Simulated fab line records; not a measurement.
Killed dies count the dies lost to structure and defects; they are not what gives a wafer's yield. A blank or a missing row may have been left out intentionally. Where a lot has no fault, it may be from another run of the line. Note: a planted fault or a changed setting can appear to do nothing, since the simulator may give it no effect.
fab line records	flow sky130
record: lots: 13	wafers: 39	lastDay: 51
route steps=708 shown SONOS_ONO@183 POLY_GATE@218 LDD_HVN@270 PAD_OPEN@708
lots that met no fault: taken from a fault-free run of the same line
startH: the number of hours between the record's first day and the start of the first shown wafer of the lot	waitH: how many hours have passed since the lot's step before this one	" the same as in the row above	L1.1+2: a single row standing in for several wafers	- either no value or no given start	* or withheld: withheld	< > ~ a bound
route shown NAME@n: names a module that has steps shown in the file, with the first one's number in the route	usual: average and standard deviation across the fault-free wafers	same: alike in all rows	chamber/n: place in a boat	sites: the reading at each site	_std_site: their standard deviation	_edge_site: the outer-site mean with the inner-site mean subtracted	radiusMm: how far each site lies from the wafer's centre	mask NAME#n: copy n	behind: the tool/chamber that last shaped the wafer	hold: what put the lot on hold/how long, in hours/how the hold closed	device: names the non-switching transistor (n, p or np)	end of line: the route-end tests of the same wafers	a step given without rows: its recipe and nothing more	killed: dies that structure and defects cost at the first sort, which is not the same as the wafer's yield	map: a wafer's dies, marking killed ones x, the rest . and places with no die _
set.NAME: the setting as run; set.NAME@STEP: as run at that earlier step	model.NAME: the simulator's own value behind a step, which no gauge read
the route's steps for a sample of lots (tables are steps, rows are wafers)
services: the hour from which a tool's chamber was out of use, counted from the record's first day as startH (under 0 if before that day), plus the number of hours and why
== steps ==
step: SKY_SONOS_ONO_ETCH_15
recipe: targetDepthNm: 19.52	chemistry: CHF3/O2	sourceW: 600	biasW: 200	pressureMtorr: 40	chf3FlowSccm: 50	O2_flow_sccm: 5	timeS: 7.8
usual: biasW: 199.9/0.6	chamberPressureMTorr: 40.00/0.038	drypumpMotorCurrentA: 5.7/0.44	oesProductAu: 1.001/0.0074	throttleValvePct: 8.825/0.0087
lot.wafer	tool	chamber	startH	waitH	biasW	chamberPressureMTorr	drypumpMotorCurrentA	oesProductAu	rfHoursCounterH	throttleValvePct
L828.1	rieDiel-04	0	306.44	0.0	200.3	40.04	5.7	1.002	34	8.816
L828.4	"	3	"	"	200.3	40.02	6.2	1.010	123	8.820
L828.5	"	2	"	"	200.2	40.02	5.7	0.998	-	8.838
L834.2	rieDiel-02	2	343.24	0.0	200.1	40.04	4.9	0.995	2	8.836
L834.5	"	3	"	"	199.2	39.99	5.8	1.002	-	8.811
L834.6	"	2	"	"	199.1	39.97	4.9	0.986	-	8.822
L835.3	rieDiel-04	0	356.17	0.0	198.6	40.04	5.7	0.995	35	8.820
L835.5	"	2	"	"	200.0	39.92	5.7	1.003	-	8.815
L835.6	"	1	"	"	199.7	40.04	5.3	0.989	-	8.834
L841.1	rieDiel-04	2	394.10	0.0	200.6	40.02	5.7	1.004	48	8.825
L841.4	"	3	"	"	200.6	39.97	6.3	1.016	-	8.827
L841.5	"	0	"	"	199.3	39.99	5.7	1.003	-	8.834
L842.1	rieDiel-04	3	405.40	0.0	199.0	40.00	6.2	1.013	1	8.832
L842.4	"	3	"	"	200.4	40.00	6.3	1.016	-	8.824
L842.6	"	0	"	"	199.2	39.97	5.7	1.003	-	8.822
L843.3	rieDiel-04	2	422.17	0.0	200.6	39.95	5.7	1.006	48	8.836
L843.5	"	2	"	"	201.3	40.05	5.8	1.001	-	8.815
L843.6	"	3	"	"	201.1	39.97	6.3	1.014	-	8.821
L845.1	rieDiel-01	0	435.47	0.0	200.8	39.98	6.0	0.997	2	8.829
L845.2	"	3	"	"	200.1	39.99	5.5	0.997	25	8.826
L845.3	"	1	"	"	199.3	40.05	5.1	0.986	5	8.833
L846.1	rieDiel-01	1	444.10	0.0	200.7	40.01	5.1	1.003	5	8.815
L846.5	"	1	"	"	200.8	39.96	5.0	0.991	-	8.811
L846.6	"	2	"	"	199.3	39.89	6.5	1.004	-	8.832
L847.1	rieDiel-01	1	447.20	0.0	199.3	39.96	5.1	1.003	5	8.820
L847.3	"	2	"	"	198.7	40.08	6.4	0.994	24	8.815
L847.4	"	0	"	"	200.3	40.05	6.0	0.991	2	8.838
L848.2	rieDiel-04	0	453.24	0.0	199.8	39.98	5.7	1.000	36	8.814
L848.4	"	3	"	"	199.2	40.05	6.2	1.011	2	8.821
L848.6	"	1	"	"	199.4	39.95	5.2	0.993	-	8.821
L849.1	rieDiel-01	0	466.70	0.0	200.5	40.00	6.0	1.001	3	8.820
L849.2	"	3	"	"	199.2	40.01	5.6	0.997	26	8.829
L849.5	"	2	"	"	200.3	40.00	6.4	0.996	-	8.827
L850.4	rieDiel-01	0	477.34	0.0	200.2	40.03	6.0	1.000	3	8.833
L850.5	"	3	"	"	200.6	40.00	5.5	1.010	-	8.831
L850.6	"	0	"	"	199.9	40.00	6.0	1.000	-	8.833
L851.1	rieDiel-04	0	485.89	0.0	200.4	40.02	5.7	1.000	37	8.843
L851.4	"	2	"	"	200.1	39.96	5.7	1.020	49	8.836
L851.6	"	0	"	"	199.9	39.94	5.7	1.011	-	8.830
step: SKY_POLY_GATE_THK_MEAS_04
recipe: reads: Si3N4_of_POLY_GATE_CVD_03
usual: POLY_GATE_CVD_03_THK: 75.3/0.66
lot.wafer	tool	chamber	startH	waitH	POLY_GATE_CVD_03_THK[nm]
L828.1	filmMetro-04	-	366.81	0.0	75.6
L828.4	"	-	"	"	75.2
L828.5	"	-	"	"	75.2
L834.2	filmMetro-03	-	408.74	0.0	75.1
L834.5	"	-	"	"	75.3
L834.6	"	-	"	"	75.0
L835.3	filmMetro-04	-	423.00	0.0	75.8
L835.5	"	-	"	"	75.2
L835.6	"	-	"	"	75.0
L841.1	filmMetro-02	-	479.86	0.0	75.2
L841.4	"	-	"	"	75.3
L841.5	"	-	"	"	75.4
L842.1	filmMetro-04	-	479.86	0.0	75.4
L842.4	"	-	"	"	75.4
L842.6	"	-	"	"	74.7
L843.3	filmMetro-02	-	491.63	0.0	75.7
L843.5	"	-	"	"	75.4
L843.6	"	-	"	"	75.6
L845.1	filmMetro-04	-	505.15	0.0	76.0
L845.2	"	-	"	"	75.5
L845.3	"	-	"	"	76.0
L846.1	filmMetro-03	-	537.71	0.0	76.1
L846.5	"	-	"	"	75.7
L846.6	"	-	"	"	75.3
L849.1	filmMetro-04	-	539.07	0.0	75.1
L849.2	"	-	"	"	75.6
L849.5	"	-	"	"	74.6
L848.2	filmMetro-02	-	539.08	0.0	75.3
L848.4	"	-	"	"	74.6
L848.6	"	-	"	"	75.0
L847.1	filmMetro-04	-	539.13	0.1	74.9
L847.3	"	-	"	"	75.9
L847.4	"	-	"	"	75.6
L850.4	filmMetro-02	-	546.11	0.0	75.7
L850.5	"	-	"	"	75.8
L850.6	"	-	"	"	75.9
L851.1	filmMetro-02	-	556.18	0.0	75.8
L851.4	"	-	"	"	76.4
L851.6	"	-	"	"	75.7
step: SKY_LDD_HVN_SOFTBAKE_03
recipe: tempC: 90	timeS: 60	resist: NOVOLAK
usual: heaterPowerTotalW: 56.59/0.044	runLengthS: 89.32/0.16
lot.wafer	tool	chamber	startH	waitH	heaterPowerTotalW	runLengthS
L828.1	lithoTrack-04	0	476.46	0.1	56.66	89.03
L828.4	"	0	"	"	56.58	89.32
L828.5	"	0	"	"	56.59	89.38
L834.2	lithoTrack-04	0	518.29	0.1	57.31	87.00
L834.5	"	0	"	"	57.31	86.84
L834.6	"	0	"	"	57.38	86.91
L835.3	lithoTrack-04	0	533.06	0.1	57.32	86.99
L835.5	"	0	"	"	57.30	86.97
L835.6	"	0	"	"	57.28	86.72
L841.1	lithoTrack-01	0	588.14	0.1	56.62	89.59
L841.4	"	0	"	"	56.65	89.50
L841.5	"	0	"	"	56.60	89.62
L842.1	lithoTrack-01	0	588.74	0.1	56.55	89.35
L842.4	"	0	"	"	56.58	89.42
L842.6	"	0	"	"	56.56	89.36
L843.3	lithoTrack-01	0	598.39	0.1	56.54	89.67
L843.5	"	0	"	"	56.60	89.33
L843.6	"	0	"	"	56.53	89.55
L845.1	lithoTrack-01	0	612.49	0.1	56.57	89.45
L845.2	"	0	"	"	56.54	89.46
L845.3	"	0	"	"	56.64	89.31
L846.1	lithoTrack-03	0	644.87	0.1	56.67	89.26
L846.5	"	0	"	"	56.55	89.22
L846.6	"	0	"	"	56.61	89.21
L849.1	lithoTrack-03	0	646.92	0.1	56.55	89.43
L849.2	"	0	"	"	56.62	89.28
L849.5	"	0	"	"	56.59	89.27
L848.2	lithoTrack-03	0	647.55	0.1	56.61	89.22
L848.4	"	0	"	"	56.54	89.41
L848.6	"	0	"	"	56.57	89.47
L847.1	lithoTrack-04	0	648.56	0.1	56.59	89.01
L847.3	"	0	"	"	56.54	89.11
L847.4	"	0	"	"	56.62	89.42
L850.4	lithoTrack-01	0	653.71	0.1	56.65	89.46
L850.5	"	0	"	"	56.54	89.51
L850.6	"	0	"	"	56.60	89.35
L851.1	lithoTrack-03	0	663.92	0.1	56.55	89.32
L851.4	"	0	"	"	56.58	89.51
L851.6	"	0	"	"	56.53	89.20
step: SKY_LDD_HVN_TW_MEAS_10
usual: LDD_HVN_TW: 1450/5.5
lot.wafer	tool	chamber	startH	waitH	LDD_HVN_TW
L828.1	filmMetro-03	-	491.77	0.1	1442
L828.4	"	-	"	"	1454
L828.5	"	-	"	"	1449
L834.2	filmMetro-03	-	534.42	0.1	1441
L834.5	"	-	"	"	1454
L834.6	"	-	"	"	1447
L835.3	filmMetro-04	-	548.03	0.1	1445
L835.5	"	-	"	"	1450
L835.6	"	-	"	"	1453
L841.1	filmMetro-04	-	603.00	0.1	1451
L841.4	"	-	"	"	1453
L841.5	"	-	"	"	1440
L842.1	filmMetro-02	-	603.57	0.1	1442
L842.4	"	-	"	"	1455
L842.6	"	-	"	"	1451
L843.3	filmMetro-02	-	613.32	0.1	1466
L843.5	"	-	"	"	1455
L843.6	"	-	"	"	1462
L845.1	filmMetro-02	-	627.47	0.1	1455
L845.2	"	-	"	"	1447
L845.3	"	-	"	"	1447
L846.1	filmMetro-04	-	660.07	0.1	1457
L846.5	"	-	"	"	1451
L846.6	"	-	"	"	1449
L849.1	filmMetro-02	-	662.21	0.1	1454
L849.2	"	-	"	"	1450
L849.5	"	-	"	"	1450
L848.2	filmMetro-02	-	662.61	0.1	1453
L848.4	"	-	"	"	1453
L848.6	"	-	"	"	1461
L847.1	filmMetro-02	-	663.76	0.1	1452
L847.3	"	-	"	"	1447
L847.4	"	-	"	"	1454
L850.4	filmMetro-02	-	667.75	0.1	1452
L850.5	"	-	"	"	1452
L850.6	"	-	"	"	1454
L851.1	filmMetro-03	-	678.82	0.1	1452
L851.4	"	-	"	"	1460
L851.6	"	-	"	"	1443
step: SKY_PAD_OPEN_PROBE_99
usual: killed_at_M0_to_M3: 43/6.6	killed_at_M4_up: 3.1/1.9	killedAtContacts: 24/5.2	killedAtFrontEnd: 16/4.5	killedAtOther: 0.4/0.62	killedDies: 87/9	killedOpen: 48/7	killedShort: 39/6.2
same: grossDies: 492	killedAtBackSide: 0
lot.wafer	tool	chamber	startH	waitH	killed_at_M0_to_M3	killed_at_M4_up	killedAtContacts	killedAtFrontEnd	killedAtOther	killedDies	killedOpen	killedShort
L828.1	prober-02	-	1103.19	0.1	47	4	20	28	0	99	54	45
L828.4	prober-02	-	1103.34	0.2	41	6	21	26	0	94	58	36
L828.5	prober-02	-	1103.39	0.2	41	1	26	18	0	86	51	35
L834.2	prober-02	-	1132.52	0.1	38	2	24	19	0	83	44	37
L834.5	prober-02	-	1132.67	0.2	31	3	29	25	1	89	52	36
L834.6	prober-02	-	1132.72	0.2	42	2	31	13	0	88	45	42
L835.3	prober-01	-	1141.05	0.2	48	3	21	20	0	92	41	51
L835.5	prober-01	-	1141.15	0.2	38	4	23	24	0	89	56	33
L835.6	prober-01	-	1141.20	0.2	44	1	30	16	1	92	48	44
L841.1	prober-02	-	1175.38	0.1	42	3	33	19	1	98	59	38
L841.4	prober-02	-	1175.53	0.2	50	2	20	18	0	90	44	43
L841.5	prober-02	-	1175.58	0.2	32	4	19	18	0	73	39	34
L842.1	prober-01	-	1178.23	0.1	45	1	36	15	1	98	51	45
L842.4	prober-01	-	1178.38	0.2	38	4	28	15	1	86	45	39
L842.6	prober-01	-	1178.48	0.2	58	1	29	15	1	104	58	45
L843.3	prober-02	-	1183.27	0.2	44	3	28	14	0	89	50	39
L843.5	prober-02	-	1183.37	0.2	51	6	22	17	0	96	51	45
L843.6	prober-02	-	1183.42	0.2	48	4	26	18	0	96	52	44
L845.1	prober-02	-	1198.06	0.1	39	5	29	15	0	88	51	37
L845.2	prober-02	-	1198.11	0.1	38	4	28	21	0	91	54	37
L845.3	prober-02	-	1198.16	0.2	45	1	28	10	0	84	43	41
L846.1	prober-01	-	1207.13	0.1	45	4	21	11	0	81	44	37
L846.5	prober-01	-	1207.33	0.2	43	4	20	11	0	78	45	33
L846.6	prober-01	-	1207.38	0.2	34	2	23	13	0	72	37	35
L849.1	prober-02	-	1209.36	0.1	47	1	23	19	1	91	56	35
L849.2	prober-02	-	1209.41	0.1	37	4	24	26	1	92	56	36
L849.5	prober-02	-	1209.56	0.2	38	0	24	16	0	78	45	33
L848.2	prober-01	-	1211.65	0.1	30	2	25	15	0	72	41	31
L848.4	prober-01	-	1211.75	0.2	53	4	23	9	3	92	59	33
L848.6	prober-01	-	1211.85	0.2	34	3	18	17	0	72	40	32
L847.1	prober-02	-	1213.16	0.1	51	1	25	14	0	91	42	49
L847.3	prober-02	-	1213.26	0.2	58	2	20	14	0	94	54	40
L847.4	prober-02	-	1213.31	0.2	47	2	23	22	0	94	50	44
L850.4	prober-01	-	1216.26	0.2	41	3	26	16	2	88	53	35
L850.5	prober-01	-	1216.31	0.2	37	1	19	11	0	68	39	29
L850.6	prober-01	-	1216.36	0.2	47	2	25	12	0	86	51	35
L851.1	prober-01	-	1219.11	0.1	37	4	24	20	0	85	48	37
L851.4	prober-01	-	1219.26	0.2	55	2	22	12	0	91	37	54
L851.6	prober-01	-	1219.36	0.2	49	3	25	13	0	90	50	40
killed by level:class
L828.1 VIA1:geometricParticle:open=10 CONTACT:geometricParticle:open=9 METAL1:geometricParticle:short=9 POLY_GATE:geometricParticle:open=7 VIA2:geometricParticle:open=6 METAL2:geometricParticle:short=6 FIELD_ISO:geometricParticle:short=5 LI_CONTACT:geometricParticle:open=5
L828.4 VIA1:geometricParticle:open=11 POLY_GATE:geometricParticle:open=10 VIA2:geometricParticle:open=9 CONTACT:geometricParticle:open=8 POLY_GATE:geometricParticle:short=7 VIA3:geometricParticle:open=5 CONTACT:geometricParticle:short=4 METAL2:geometricParticle:short=4
L828.5 VIA2:geometricParticle:open=11 LI_CONTACT:geometricParticle:open=8 VIA3:geometricParticle:open=7 SPACER:geometricParticle:open=6 LOCAL_INTERCONNECT:geometricParticle:short=6 CONTACT:geometricParticle:open=6 METAL1:geometricParticle:short=6 VIA1:geometricParticle:open=6
L834.2 CONTACT:geometricParticle:open=10 METAL2:geometricParticle:short=8 VIA3:geometricParticle:open=8 VIA1:geometricParticle:open=7 LI_CONTACT:geometricParticle:open=5 METAL1:geometricParticle:short=4 POLY_GATE:geometricParticle:open=4 VIA1:geometricParticle:short=4
L834.5 LI_CONTACT:geometricParticle:open=10 VIA1:geometricParticle:open=9 CONTACT:geometricParticle:open=9 FIELD_ISO:geometricParticle:open=5 FIELD_ISO:geometricParticle:short=5 POLY_GATE:geometricParticle:short=5 VIA2:geometricParticle:open=5 CONTACT:geometricParticle:short=4
L834.6 CONTACT:geometricParticle:open=14 VIA1:geometricParticle:open=8 VIA2:geometricParticle:open=7 LI_CONTACT:geometricParticle:short=6 CONTACT:geometricParticle:short=6 METAL1:geometricParticle:short=5 FIELD_ISO:geometricParticle:short=4 LI_CONTACT:geometricParticle:open=4
L835.3 METAL2:geometricParticle:short=7 METAL1:geometricParticle:short=7 VIA2:geometricParticle:open=7 VIA3:geometricParticle:open=6 CONTACT:geometricParticle:open=5 POLY_GATE:geometricParticle:open=5 VIA2:geometricParticle:short=5 VIA1:geometricParticle:open=5
L835.5 VIA1:geometricParticle:open=15 FIELD_ISO:geometricParticle:open=10 CONTACT:geometricParticle:open=8 LI_CONTACT:geometricParticle:open=7 FIELD_ISO:geometricParticle:short=6 POLY_GATE:geometricParticle:open=5 VIA2:geometricParticle:open=5 VIA3:geometricParticle:open=4
L835.6 CONTACT:geometricParticle:open=12 VIA1:geometricParticle:open=8 POLY_GATE:geometricParticle:open=7 METAL2:geometricParticle:short=7 VIA1:geometricParticle:short=6 VIA3:geometricParticle:open=5 LI_CONTACT:geometricParticle:open=5 CONTACT:geometricParticle:short=5
L841.1 CONTACT:geometricParticle:open=15 VIA2:geometricParticle:open=11 VIA1:geometricParticle:open=9 VIA3:geometricParticle:open=7 CONTACT:geometricParticle:short=7 VIA1:geometricParticle:short=6 FIELD_ISO:geometricParticle:short=5 FIELD_ISO:geometricParticle:open=5
L841.4 METAL1:geometricParticle:short=8 VIA2:geometricParticle:open=8 VIA3:geometricParticle:open=7 CONTACT:geometricParticle:open=7 VIA1:geometricParticle:open=7 VIA3:geometricParticle:short=5 POLY_GATE:geometricParticle:short=4 LI_CONTACT:geometricParticle:open=4
L841.5 CONTACT:geometricParticle:open=10 VIA1:geometricParticle:open=8 VIA3:geometricParticle:open=6 FIELD_ISO:geometricParticle:short=5 METAL2:geometricParticle:short=5 METAL1:geometricParticle:short=4 FIELD_ISO:geometricParticle:open=3 POLY_GATE:geometricParticle:short=3
L842.1 CONTACT:geometricParticle:open=14 VIA1:geometricParticle:open=11 CONTACT:geometricParticle:short=9 FIELD_ISO:geometricParticle:open=6 VIA1:geometricParticle:short=5 LOCAL_INTERCONNECT:geometricParticle:short=5 METAL3:geometricParticle:short=5 VIA3:geometricParticle:open=5
L842.4 CONTACT:geometricParticle:open=8 VIA1:geometricParticle:open=8 VIA2:geometricParticle:open=7 LI_CONTACT:geometricParticle:short=6 LI_CONTACT:geometricParticle:open=6 POLY_GATE:geometricParticle:open=5 METAL2:geometricParticle:short=5 CONTACT:geometricParticle:short=4
L842.6 VIA1:geometricParticle:open=16 LI_CONTACT:geometricParticle:open=12 METAL2:geometricParticle:short=9 METAL1:geometricParticle:short=8 VIA3:geometricParticle:open=7 CONTACT:geometricParticle:short=6 CONTACT:geometricParticle:open=5 FIELD_ISO:geometricParticle:open=5
L843.3 VIA1:geometricParticle:open=10 CONTACT:geometricParticle:open=8 VIA3:geometricParticle:open=7 CONTACT:geometricParticle:short=7 LI_CONTACT:geometricParticle:open=6 VIA2:geometricParticle:open=6 FIELD_ISO:geometricParticle:short=5 METAL1:geometricParticle:short=5
L843.5 METAL2:geometricParticle:short=13 VIA1:geometricParticle:open=12 CONTACT:geometricParticle:open=11 VIA3:geometricParticle:open=10 POLY_GATE:geometricParticle:short=8 POLY_GATE:geometricParticle:open=5 LI_CONTACT:geometricParticle:open=4 METAL1:geometricParticle:short=4
L843.6 VIA1:geometricParticle:open=11 VIA1:geometricParticle:short=8 VIA2:geometricParticle:open=8 FIELD_ISO:geometricParticle:short=7 CONTACT:geometricParticle:open=7 LOCAL_INTERCONNECT:geometricParticle:short=6 LI_CONTACT:geometricParticle:open=6 METAL1:geometricParticle:short=6
L845.1 CONTACT:geometricParticle:open=15 VIA1:geometricParticle:open=11 CONTACT:geometricParticle:short=6 VIA3:geometricParticle:open=5 METAL1:geometricParticle:short=5 VIA1:geometricParticle:short=5 FIELD_ISO:geometricParticle:short=4 POLY_GATE:geometricParticle:open=4
L845.2 CONTACT:geometricParticle:open=10 LI_CONTACT:geometricParticle:open=9 VIA1:geometricParticle:open=8 VIA2:geometricParticle:open=8 POLY_GATE:geometricParticle:open=6 METAL2:geometricParticle:short=6 FIELD_ISO:geometricParticle:open=5 VIA1:geometricParticle:short=5
L845.3 LI_CONTACT:geometricParticle:open=13 CONTACT:geometricParticle:open=8 VIA1:geometricParticle:open=7 VIA2:geometricParticle:open=7 VIA1:geometricParticle:short=6 METAL2:geometricParticle:short=6 METAL3:geometricParticle:short=6 POLY_GATE:geometricParticle:short=4
L846.1 CONTACT:geometricParticle:open=9 VIA1:geometricParticle:open=8 VIA3:geometricParticle:open=7 LI_CONTACT:geometricParticle:open=6 METAL2:geometricParticle:short=6 METAL1:geometricParticle:short=5 FIELD_ISO:geometricParticle:short=4 VIA2:geometricParticle:short=4
L846.5 VIA1:geometricParticle:open=11 CONTACT:geometricParticle:open=10 METAL2:geometricParticle:short=8 VIA2:geometricParticle:open=8 LI_CONTACT:geometricParticle:open=4 METAL1:geometricParticle:short=4 VIA3:geometricParticle:open=4 FIELD_ISO:geometricParticle:short=3
L846.6 LI_CONTACT:geometricParticle:open=8 CONTACT:geometricParticle:short=7 METAL3:geometricParticle:short=7 FIELD_ISO:geometricParticle:open=6 VIA3:geometricParticle:open=5 VIA1:geometricParticle:open=5 METAL2:geometricParticle:short=4 VIA2:geometricParticle:open=4
L849.1 VIA1:geometricParticle:open=13 VIA3:geometricParticle:open=9 LI_CONTACT:geometricParticle:open=7 CONTACT:geometricParticle:open=7 METAL1:geometricParticle:short=6 VIA1:geometricParticle:short=6 POLY_GATE:geometricParticle:open=5 POLY_GATE:geometricParticle:short=5
L849.2 VIA1:geometricParticle:open=18 CONTACT:geometricParticle:open=9 FIELD_ISO:geometricParticle:open=8 FIELD_ISO:geometricParticle:short=6 LI_CONTACT:geometricParticle:open=6 POLY_GATE:geometricParticle:open=5 VIA1:geometricParticle:short=5 CONTACT:geometricParticle:short=4
L849.5 CONTACT:geometricParticle:open=10 VIA1:geometricParticle:open=9 CONTACT:geometricParticle:short=7 LI_CONTACT:geometricParticle:open=6 POLY_GATE:geometricParticle:open=5 FIELD_ISO:geometricParticle:open=4 METAL1:geometricParticle:short=4 VIA1:geometricParticle:short=4
L848.2 LI_CONTACT:geometricParticle:open=8 CONTACT:geometricParticle:open=8 METAL1:geometricParticle:short=7 VIA1:geometricParticle:open=7 POLY_GATE:geometricParticle:open=4 FIELD_ISO:geometricParticle:short=3 SPACER:geometricParticle:open=3 CONTACT:geometricParticle:short=3
L848.4 VIA1:geometricParticle:open=14 CONTACT:geometricParticle:open=10 VIA3:geometricParticle:open=9 LI_CONTACT:geometricParticle:open=8 VIA2:geometricParticle:open=7 VIA1:geometricParticle:short=4 VIA2:geometricParticle:short=4 METAL1:geometricParticle:short=3
L848.6 VIA1:geometricParticle:open=7 VIA3:geometricParticle:open=7 CONTACT:geometricParticle:short=6 LI_CONTACT:geometricParticle:open=5 CONTACT:geometricParticle:open=5 FIELD_ISO:geometricParticle:open=4 VIA1:geometricParticle:short=4 METAL2:geometricParticle:short=4
L847.1 VIA1:geometricParticle:open=12 VIA3:geometricParticle:open=9 LI_CONTACT:geometricParticle:open=8 METAL2:geometricParticle:short=7 VIA3:geometricParticle:short=7 LOCAL_INTERCONNECT:geometricParticle:short=6 FIELD_ISO:geometricParticle:short=5 LI_CONTACT:geometricParticle:short=5
L847.3 VIA1:geometricParticle:open=14 VIA3:geometricParticle:open=12 LI_CONTACT:geometricParticle:open=9 VIA1:geometricParticle:short=8 FIELD_ISO:geometricParticle:short=6 VIA3:geometricParticle:short=6 VIA2:geometricParticle:open=5 CONTACT:geometricParticle:open=4
L847.4 CONTACT:geometricParticle:open=9 VIA1:geometricParticle:short=8 VIA2:geometricParticle:open=7 FIELD_ISO:geometricParticle:short=7 VIA1:geometricParticle:open=7 FIELD_ISO:geometricParticle:open=6 METAL2:geometricParticle:short=6 VIA3:geometricParticle:open=6
L850.4 CONTACT:geometricParticle:open=15 VIA1:geometricParticle:open=10 VIA3:geometricParticle:open=6 METAL1:geometricParticle:short=5 POLY_GATE:geometricParticle:open=4 METAL2:geometricParticle:short=4 VIA2:geometricParticle:open=4 LI_CONTACT:geometricParticle:open=3
L850.5 LI_CONTACT:geometricParticle:open=9 VIA1:geometricParticle:open=8 VIA3:geometricParticle:open=6 POLY_GATE:geometricParticle:short=4 POLY_GATE:geometricParticle:open=4 LI_CONTACT:geometricParticle:short=4 METAL3:geometricParticle:short=4 LOCAL_INTERCONNECT:geometricParticle:short=3
L850.6 CONTACT:geometricParticle:open=14 VIA1:geometricParticle:open=9 VIA3:geometricParticle:open=9 VIA1:geometricParticle:short=7 POLY_GATE:geometricParticle:open=7 LI_CONTACT:geometricParticle:open=5 METAL2:geometricParticle:short=5 VIA2:geometricParticle:open=5
L851.1 LI_CONTACT:geometricParticle:open=9 CONTACT:geometricParticle:open=8 VIA1:geometricParticle:open=7 VIA3:geometricParticle:open=6 FIELD_ISO:geometricParticle:short=5 FIELD_ISO:geometricParticle:open=5 CONTACT:geometricParticle:short=5 VIA2:geometricParticle:open=5
L851.4 VIA1:geometricParticle:open=14 METAL1:geometricParticle:short=7 METAL2:geometricParticle:short=7 CONTACT:geometricParticle:short=6 VIA2:geometricParticle:short=6 POLY_GATE:geometricParticle:short=5 CONTACT:geometricParticle:open=5 VIA3:geometricParticle:open=5
L851.6 LI_CONTACT:geometricParticle:open=9 METAL1:geometricParticle:short=8 VIA1:geometricParticle:open=8 VIA3:geometricParticle:open=8 METAL2:geometricParticle:short=8 CONTACT:geometricParticle:open=7 POLY_GATE:geometricParticle:open=6 LOCAL_INTERCONNECT:geometricParticle:short=4
== services ==
tool	chamber	startH	hours	kind
rieDiel-02	0	283.26	6.1	repair
rieDiel-04	-	284.90	2.8	pm
rieDiel-01	0	291.81	-	clean
rieDiel-01	0	291.81	17.8	scheduledDown
rieDiel-01	0	291.81	17.8	ventCycle
rieDiel-04	3	311.03	-	clean
rieDiel-04	3	311.03	20.9	scheduledDown
rieDiel-04	3	311.03	20.9	ventCycle
rieDiel-02	-	331.49	0.3	repair
rieDiel-04	1	377.56	-	clean
rieDiel-04	1	377.56	28.6	scheduledDown
rieDiel-04	1	377.56	28.6	ventCycle
rieDiel-02	2	405.40	9.6	repair
rieDiel-01	-	409.35	0.4	repair
rieDiel-01	2	433.43	2.8	repair
rieDiel-04	2	456.52	4.5	repair
rieDiel-02	0	466.82	7.2	repair
rieDiel-04	-	467.41	14.6	pm
rieDiel-04	0	539.14	10.6	repair
rieDiel-01	1	549.28	2.5	repair
rieDiel-02	0	553.73	8.5	repair
rieDiel-04	2	578.71	6.9	repair
rieDiel-02	-	594.75	12.4	repair
rieDiel-04	0	656.28	6.3	repair
== key ==
firstSign: step: SKY_LDD_HVN_SOFTBAKE_03	reading: heaterPowerTotalW	direction: up	sigmas: 17	usual: *	struck: *
effect: step: SKY_LDD_HVN_SOFTBAKE_03	reading: runLengthS	direction: down	sigmas: 15	usual: *	struck: *
metAt SKY_LDD_HVN_SOFTBAKE_03
struckLots L834,L835
testerLeftOut L834,L835
notActingAt SKY_SONOS_ONO_ETCH_15,SKY_POLY_GATE_THK_MEAS_04,SKY_LDD_HVN_TW_MEAS_10
onsetBetween 476.46 518.29
fault: kind: processParameterDrift	tool: lithoTrack-04	chamber: -	onsetH: 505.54	steps: SKY_LDD_HVN_SOFTBAKE_03	channel: timeS	offset: *	shape: step	endH: 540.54	actsIn: *	stated: *
testerLeftOut: of these lots the tester's yield and bins aren't shown, on N5 and GAA mostly nor the transistor test; their killed dies are dies lost to structure and defects alone, not to doping, threshold or leakage, so they don't give the yield
